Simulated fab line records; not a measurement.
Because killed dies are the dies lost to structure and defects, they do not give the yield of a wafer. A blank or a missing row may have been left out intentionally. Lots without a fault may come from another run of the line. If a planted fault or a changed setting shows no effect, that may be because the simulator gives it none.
Problem report, 8D (eight disciplines) form, completed by code | flow sky130 | the parts of the form that need people (team, actions taken, sign-off) are left out

1. THE PROBLEM
rf fwd power W at SKY_CAPM_CVD_00 reads a mean of 366.9 W on 1 wafer of 1 lot; wafers without a fault read 441.8 W with a standard deviation of 2.2. Relative to the usual mean, that is a shift of -34 standard deviations.
The step: deposits SiO2, target thk 15.5 nm.
First observed at day 39 20:26: wafer L684.6, on pecvd-02. At this step, 36 wafers from 12 lots have a number in the record. Rule for "out" (also "out of limits"): further than 4 standard deviations from the usual mean. The other wafers with a number count as sound.

2. WHAT IT IS, AND WHAT IT ISN'T
question                    | is                | is not
which readings at this step | rf fwd power W    | heater power outer w, heater power w
which lots                  | L684              | L676, L681, L686, L688, L690, L692, L693, L694, L695, L696, L697
which wafers of those lots  | L684.6            | L684.2, L684.4
read on which tools         | pecvd-02          | pecvd-01, pecvd-03
when                        | from day 39 20:26 | up to then (8 sound wafers); but 27 sound wafers of L686, L688, L690, L692, L693, L694, L695, L696, L697 came after

3. THE SUSPECTS, EACH WITH WHAT RULES IT OUT
Counting: if a tool at a process step up to the reading ran every lot that is out, it stays a suspect. Sound lots after the first of them don't rule it out here, since some wafers of a struck lot are sound.
- cmp-01 at SKY_VIA2_CMP_24 (polishes, stops on SiO2, t overpolish 20 s, target thk 0 nm): kept. It ran the lot that is out, L684 (day 39 20:02).
- pecvd-02 at SKY_CAPM_CVD_00 (deposits SiO2, target thk 15.5 nm): kept. L684, the lot that is out, went through it at day 39 20:26; up to then, the latest sound lot through it was L681 at day 38 13:49. On those wafers its own readings are out: rf fwd power W.
- cmp-01, SKY_VIA2_CMP_24: wafers that are out in chamber 0, sound lot-mates in chambers 1, 3.
- Within pecvd-02 at SKY_CAPM_CVD_00: the wafers that are out ran in chamber 1; their sound lot-mates ran in chamber 2.
Left after counting: cmp-01 at SKY_VIA2_CMP_24, pecvd-02 at SKY_CAPM_CVD_00.

4. THE CAUSE (what the simulator had put in)
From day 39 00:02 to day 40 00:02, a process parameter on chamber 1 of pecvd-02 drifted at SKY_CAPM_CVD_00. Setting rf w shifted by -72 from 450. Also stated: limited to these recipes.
Of the 2 suspects that counting leaves, this tool is one.

5. SEQUENCE OF EFFECTS, ordered by route
Rows list readings where the struck wafers' mean (over those with a number) sits beyond 3 standard deviations from the usual. Only readings whose record carries a usual standard deviation are examined. hours: median over the lots of the time between each lot's start at the first step of this table that gives one and its start at this step. sigmas: the change, counted in usual standard deviations.
hours | step            | reading        | usual   | on struck wafers | change | sigmas
0     | SKY_CAPM_CVD_00 | rf fwd power W | 441.8 W | 366.9            | -74.9  | -34
Process steps it contains:
- SKY_CAPM_CVD_00: deposits SiO2, target thk 15.5 nm.
Later measuring or inspecting steps at which every struck wafer that the step has a row for has a number for every such reading, and none has moved that far: SKY_CAPM_OVL_MEAS_12.

6. WHAT WOULD HAVE CAUGHT IT SOONER
In this record no reading fell out of limits until day 39 20:26, 20 hours after the fault had begun at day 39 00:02.
